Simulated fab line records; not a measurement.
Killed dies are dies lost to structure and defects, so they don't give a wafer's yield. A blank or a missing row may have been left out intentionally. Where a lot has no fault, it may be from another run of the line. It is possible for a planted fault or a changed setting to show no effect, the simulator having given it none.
Which of the tools did it? -- flow gf180mcu -- 7 lots with 20 wafers sampled at 3 steps, on a route of 602 steps

== WHAT THE GAUGES SHOWED, per wafer ==
GF_SAB_CD_MEAS_09: target cd 420 nm.
lot,measured,on,cdNm (nm)
L232,day 15 12:29,cdSem-01,416.9 419.1 418.7
L236,day 16 19:49,cdSem-01,418.2 326.5
L246,day 21 03:45,cdSem-01,419.9 419.9 420.7
L248,day 21 19:59,cdSem-01,415.3 415.8 415.8
L250,day 22 13:27,cdSem-01,417.0 416.7 416.2
L252,day 23 00:47,cdSem-02,420.7 419.6 419.7
L254,day 23 15:06,cdSem-02,419.4 419.9 419.1

== WHICH TOOL RAN EACH LOT (tool, then ch and the chambers of the sampled wafers, then the start) ==
lot,GF_HV_LDD_ETCHBACK_58,GF_SAB_EXPOSE_06
L232,"rieDiel-02 ch 0,1, day 12 23:14","ilineStepper-02 ch 0, day 15 01:35"
L236,"rieDiel-03 ch 0,3, day 14 04:07","ilineStepper-01 ch 0, day 16 09:01"
L246,"rieDiel-02 ch 0,1, day 18 02:50","ilineStepper-01 ch 0, day 20 16:24"
L248,"rieDiel-03 ch 0,2,3, day 18 18:55","ilineStepper-02 ch 0, day 21 08:24"
L250,"rieDiel-02 ch 1,2, day 19 12:55","ilineStepper-01 ch 0, day 22 02:17"
L252,"rieDiel-03 ch 0,1,2, day 20 00:22","ilineStepper-02 ch 0, day 22 13:19"
L254,"rieDiel-01 ch 1,2,3, day 20 17:52","ilineStepper-01 ch 0, day 23 04:14"
- GF_HV_LDD_ETCHBACK_58: etches Si3N4 in CH3F/O2, stops on SiO2, time 100 s, target depth 90 nm.
- GF_SAB_EXPOSE_06: exposes mask SAB, target cd 420 nm.

== THE ANSWER, worked out from the rows above alone ==
Rule: the lots themselves supply what counts as usual. Put in order of their means at a reading, lots are off if they are a third of the lots or fewer, leave a main group of 4 or more, and stand apart from it by a gap of 3 or more times the standard deviation of the main group's means; of several such gaps the widest counts. If all means in a main group match to the digits the tables above print for the reading, that group is not used. A lot without any number at a reading at which 4 lots or more have one is off too. Where the step has rows for the other lots, those lots are counted as sound.
Off at GF_SAB_CD_MEAS_09 (cdNm): L236. The main group has a mean of 418.4 nm with a standard deviation of 1.7.
If a tool, at a process step before that reading, ran all the lots that are off and no sound lot after the first of them, it fits. Gauges at GF_SAB_CD_MEAS_09: tried the same way as those tools. Of those tried, none fits.

== WHAT WAS PUT IN BY THE SIMULATOR ==
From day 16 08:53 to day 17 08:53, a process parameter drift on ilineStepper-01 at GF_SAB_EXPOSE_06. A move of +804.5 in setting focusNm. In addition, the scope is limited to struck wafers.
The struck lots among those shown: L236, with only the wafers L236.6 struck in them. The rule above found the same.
